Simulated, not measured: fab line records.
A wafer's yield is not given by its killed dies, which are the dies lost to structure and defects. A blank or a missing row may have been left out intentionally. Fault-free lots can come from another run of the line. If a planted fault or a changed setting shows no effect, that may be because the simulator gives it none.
The same fault as seen by 2 desks || flow sky130 || what lay behind the numbers comes last; until then each desk has only its own

## FOR THE TOOL OWNER'S DESK: krfScanner-02
The tool's own readings at SKY_VIA3_EXPOSE_09 (exposes mask VIM3, target cd 200 nm): means of the sampled wafers that have a number, for each lot that ran on this tool. Marked OUT: a lot whose mean sits more than 4 standard deviations from the usual mean, which makes it out of limits; the brackets give that distance.
Columns: A = exposureDoseMJCm2 at SKY_VIA3_EXPOSE_09, usual 37.98; B = focusOffsetNm at SKY_VIA3_EXPOSE_09, usual 0.1 nm
{"lot": "L286", "first seen here": "day 39 08:23", "A": 38.01, "B": 0.7}
{"lot": "L291", "first seen here": "day 41 07:50", "A": 37.92, "B": 0.2}
{"lot": "L292", "first seen here": "day 41 10:23", "A": 38.01, "B": -0.2}
{"lot": "L290", "first seen here": "day 41 12:30", "A": 38.00, "B": 0.7}
{"lot": "L297", "first seen here": "day 42 11:42", "A": 37.95, "B": -0.2}
{"lot": "L304", "first seen here": "day 44 14:26", "A": 37.93, "B": -0.3}
{"lot": "L308", "first seen here": "day 45 13:28", "A": 37.99, "B": 0.1}
Finding of this desk: none of the 7 lots has anything out of limits.

## FROM THE METROLOGY DESK
Lot by lot, what the gauges showed, no matter which tool ran the lot: averages of those sampled wafers that carry a number. Marked OUT: a lot whose mean sits more than 4 standard deviations from the usual mean, which makes it out of limits; the brackets give that distance.
Columns: A = cdNm at SKY_VT_ADJUST_HVTR_CD_MEAS_07, usual 379.9 nm; B = LDD_LDN_OVL at SKY_LDD_LDN_OVL_MEAS_07, usual 0.6 nm
{"lot": "L286", "first seen here": "day 9 19:23", "A": 378.6, "B": 0.5}
{"lot": "L288", "first seen here": "day 10 01:56", "A": 378.9, "B": 0.9}
{"lot": "L290", "first seen here": "day 11 01:27", "A": 385.3, "B": 2.0}
{"lot": "L291", "first seen here": "day 11 08:18", "A": 379.1, "B": 0.3}
{"lot": "L292", "first seen here": "day 11 10:45", "A": 379.0, "B": 0.4}
{"lot": "L293", "first seen here": "day 11 15:52", "A": 381.8, "B": 2.5}
{"lot": "L297", "first seen here": "day 12 21:08", "A": 380.8, "B": -0.3}
{"lot": "L299", "first seen here": "day 13 21:28", "A": 377.0, "B": 1.4}
{"lot": "L301", "first seen here": "day 14 07:47", "A": 379.9, "B": 0.7}
{"lot": "L304", "first seen here": "day 15 04:22", "A": 379.9, "B": 0.0}
{"lot": "L305", "first seen here": "day 15 13:26", "A": 380.0, "B": 1.2}
{"lot": "L306", "first seen here": "day 15 13:50", "A": 377.4, "B": 0.1}
{"lot": "L307", "first seen here": "day 15 23:31", "A": 378.0, "B": 0.0}
{"lot": "L308", "first seen here": "day 16 10:13", "A": 381.4, "B": -0.9}
Finding of this desk: none of the 14 lots has anything out of limits.

## BROUGHT TOGETHER
The desk of the tool owner found nothing out of limits.
The metrology desk saw nothing out of limits.

## WHAT THE SIMULATOR PUT IN
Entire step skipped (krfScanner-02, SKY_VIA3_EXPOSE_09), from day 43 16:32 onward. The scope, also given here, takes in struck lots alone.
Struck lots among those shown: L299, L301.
